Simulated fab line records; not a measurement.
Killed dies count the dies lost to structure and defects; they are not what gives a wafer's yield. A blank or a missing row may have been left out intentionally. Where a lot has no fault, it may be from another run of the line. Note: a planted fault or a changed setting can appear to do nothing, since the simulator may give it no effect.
Split-lot experiment / flow sfq line / 5 lots, 23 wafers read, on a route of 325 steps

## SPLIT DETAILS
At SFQ_TRILAYER_I1_VIA_LITHO_EXPOSE_050 (exposes mask I1, target cd 500 nm), the setting dose mj was moved away from the recipe's 21.3 on 8 of the 23 wafers read, by -7.1% to +4.5%. This setting was run at the recipe's value on the other wafers.

## FROM THE SPLIT TO THE READING: what the file shows between them, 3 steps
- SFQ_TRILAYER_I1_VIA_LITHO_PEB_052: peb time 60 s
- SFQ_TRILAYER_I1_VIA_LITHO_DEVELOP_051: time 60 s
- SFQ_TRILAYER_I1_VIA_BARC_OPEN_VIA_ETCH_071: etches BARC in O2, target depth 125 nm, time 41.7 s

## THE READING
I1.cd nm (the simulator's own value, which no gauge read), in nm, at SFQ_TRILAYER_I1_VIA_ETCH_VIA_ETCH_052 (etches SiO2 in CHF3, stops on Nb, target depth 260 nm). The file gives no usual value for it. The 15 wafers here that ran the recipe average 500.0 nm, standard deviation 1.8 nm.

wafer=L076.1; tool, chamber at the split=krf scanner-01, 0; dose mj as run=19.79; against the recipe=-7.1%; I1.cd nm, nm=489.1; against lot-mates on the recipe=-9.6
wafer=L076.2; tool, chamber at the split=krf scanner-01, 0; dose mj as run=21.3; against the recipe=recipe; I1.cd nm, nm=497.3; against lot-mates on the recipe=-
wafer=L076.3; tool, chamber at the split=krf scanner-01, 0; dose mj as run=21.3; against the recipe=recipe; I1.cd nm, nm=498; against lot-mates on the recipe=-
wafer=L076.5; tool, chamber at the split=krf scanner-01, 0; dose mj as run=19.79; against the recipe=-7.1%; I1.cd nm, nm=482.8; against lot-mates on the recipe=-15.9
wafer=L076.6; tool, chamber at the split=krf scanner-01, 0; dose mj as run=21.3; against the recipe=recipe; I1.cd nm, nm=500.9; against lot-mates on the recipe=-
wafer=L081.2; tool, chamber at the split=krf scanner-01, 0; dose mj as run=21.3; against the recipe=recipe; I1.cd nm, nm=503; against lot-mates on the recipe=-
wafer=L081.3; tool, chamber at the split=krf scanner-01, 0; dose mj as run=21.3; against the recipe=recipe; I1.cd nm, nm=500.5; against lot-mates on the recipe=-
wafer=L081.6; tool, chamber at the split=krf scanner-01, 0; dose mj as run=21.3; against the recipe=recipe; I1.cd nm, nm=501.8; against lot-mates on the recipe=-
wafer=L082.1; tool, chamber at the split=krf scanner-02, 0; dose mj as run=21.3; against the recipe=recipe; I1.cd nm, nm=501; against lot-mates on the recipe=-
wafer=L082.2; tool, chamber at the split=krf scanner-02, 0; dose mj as run=19.81; against the recipe=-7.0%; I1.cd nm, nm=489.9; against lot-mates on the recipe=-11.8
wafer=L082.3; tool, chamber at the split=krf scanner-02, 0; dose mj as run=19.81; against the recipe=-7.0%; I1.cd nm, nm=491.1; against lot-mates on the recipe=-10.5
wafer=L082.5; tool, chamber at the split=krf scanner-02, 0; dose mj as run=19.81; against the recipe=-7.0%; I1.cd nm, nm=487.4; against lot-mates on the recipe=-14.2
wafer=L082.6; tool, chamber at the split=krf scanner-02, 0; dose mj as run=21.3; against the recipe=recipe; I1.cd nm, nm=502.3; against lot-mates on the recipe=-
wafer=L083.1; tool, chamber at the split=krf scanner-02, 0; dose mj as run=21.3; against the recipe=recipe; I1.cd nm, nm=499.9; against lot-mates on the recipe=-
wafer=L083.2; tool, chamber at the split=krf scanner-02, 0; dose mj as run=22.26; against the recipe=+4.5%; I1.cd nm, nm=510.4; against lot-mates on the recipe=+9.7
wafer=L083.3; tool, chamber at the split=krf scanner-02, 0; dose mj as run=22.26; against the recipe=+4.5%; I1.cd nm, nm=507; against lot-mates on the recipe=+6.3
wafer=L083.5; tool, chamber at the split=krf scanner-02, 0; dose mj as run=22.26; against the recipe=+4.5%; I1.cd nm, nm=509.1; against lot-mates on the recipe=+8.4
wafer=L083.6; tool, chamber at the split=krf scanner-02, 0; dose mj as run=21.3; against the recipe=recipe; I1.cd nm, nm=501.5; against lot-mates on the recipe=-
wafer=L084.1; tool, chamber at the split=krf scanner-02, 0; dose mj as run=21.3; against the recipe=recipe; I1.cd nm, nm=498.3; against lot-mates on the recipe=-
wafer=L084.2; tool, chamber at the split=krf scanner-02, 0; dose mj as run=21.3; against the recipe=recipe; I1.cd nm, nm=501.1; against lot-mates on the recipe=-
wafer=L084.3; tool, chamber at the split=krf scanner-02, 0; dose mj as run=21.3; against the recipe=recipe; I1.cd nm, nm=497.7; against lot-mates on the recipe=-
wafer=L084.4; tool, chamber at the split=krf scanner-02, 0; dose mj as run=21.3; against the recipe=recipe; I1.cd nm, nm=497.6; against lot-mates on the recipe=-
wafer=L084.6; tool, chamber at the split=krf scanner-02, 0; dose mj as run=21.3; against the recipe=recipe; I1.cd nm, nm=499.1; against lot-mates on the recipe=-

FIT RESULTS
A straight line over all 23 wafers: I1.cd nm changes by +1.77 nm for each +1% of dose mj; r = +0.95; the points scatter about the line by 2.2 nm.
The same after taking each lot's own level away (the mean of its wafers on the recipe; 23 wafers): +1.78 nm for each +1%; r = +0.97; scatter 1.6 nm.
On that fit, the largest move of dose mj shifts the reading by 13 nm.
From 498.73 to 501.77 nm: that is the span of the lots' own levels, equal to 1.7 times the standard deviation above.
The two slopes are in agreement: the lot-to-lot level therefore moves the slope only a little.
Check: -13.2 nm against its lot-mates is what the line predicts for one of the wafers moved furthest among these (-7.1%) when that wafer is left out of the fit. Against them it came out at -9.63 nm.

## THE WHOLE CHAIN: every reading that the file lists as answering this split, in the file's order
step=SFQ_TRILAYER_I1_VIA_BARC_OPEN_VIA_ETCH_071; what it does=etches BARC in O2, target depth 125 nm, time 41.7 s; reading=I1.cd nm (the simulator's own value, which no gauge read); change (the file's fit)=+1.69 nm for each +1% of the setting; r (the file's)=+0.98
step=SFQ_TRILAYER_I1_VIA_ETCH_VIA_ETCH_052; what it does=etches SiO2 in CHF3, stops on Nb, target depth 260 nm; reading=I1.cd nm (the simulator's own value, which no gauge read); change (the file's fit)=+1.78 nm for each +1% of the setting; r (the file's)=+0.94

## FILE'S OWN FIT
I1.cd nm changes by +1.78 nm for each +1% of dose mj, r = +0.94.
